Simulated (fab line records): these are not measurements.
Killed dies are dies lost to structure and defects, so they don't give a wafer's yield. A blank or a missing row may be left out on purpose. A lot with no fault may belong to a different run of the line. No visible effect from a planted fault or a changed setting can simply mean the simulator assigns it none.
Matching of chambers -- flow sky130 -- SKY_CONTACT_CMP_27 on cmp-01 has 4 sister chambers
The step polishes, stops on SiO2, t overpolish 15 s, target thk 0 nm. 8 wafers are shown with their chamber, then 12 later ones without.

## WAFERS WITH THEIR CHAMBER
wafer,chamber,timeToEndpointS (s),motorCurrentA (A)
L089.2,1,80,11.9
L089.4,0,84,12.3
L091.2,2,82,11.5
L091.4,3,84,11.9
L091.5,3,86,11.8
L092.1,0,82,11.8
L092.2,1,81,11.4
L092.4,2,82,11.7

## WAFERS MISSING THEIR CHAMBER
wafer,timeToEndpointS (s),motorCurrentA (A)
L093.2,81,11.8
L093.3,84,11.4
L093.5,83,11.0
L095.1,82,11.8
L095.2,85,11.4
L095.3,81,10.7
L096.3,86,11.6
L096.4,90,12.0
L096.5,86,11.9
L097.3,82,11.4
L097.4,78,12.5
L097.5,82,11.5

## WHICH CHAMBER EACH WENT THROUGH
wafer,from the rows above,in truth
L093.2,can't be placed: 1 or 2 or 0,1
L093.3,can't be placed: 3 or 2 or 0 or 1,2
L093.5,can't be placed: 2 or 1 or 3 or 0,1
L095.1,can't be placed: 2 or 0 or 1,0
L095.2,can't be placed: 3 or 2 or 0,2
L095.3,can't be placed: 2 or 1 or 0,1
L096.3,can't be placed: 3 or 0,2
L096.4,can't be placed: 3 or 0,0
L096.5,can't be placed: 3 or 0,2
L097.3,can't be placed: 2 or 1 or 0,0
L097.4,can't be placed: 1 or 0 or 2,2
L097.5,can't be placed: 2 or 1 or 0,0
Correct placement for 0 of the 12. Not placeable from these rows: 12 (in 10, the candidates include the true chamber). Wrongly placed: 0.
How it was worked out, from the rows above alone: a wafer's distance from a chamber is the root of the sum, over the readings, of the square of ((its reading less the chamber's mean) divided by the reading's scatter). If the next closest chamber is less than 2 further off than the closest, the wafer can't be placed; otherwise it belongs to the closest. A chamber's mean is the mean of its shown wafers. How the scatter is found: for the shown wafers, subtract from each reading the mean of its chamber, square and add these, divide the total by (wafers less chambers), then take the root.
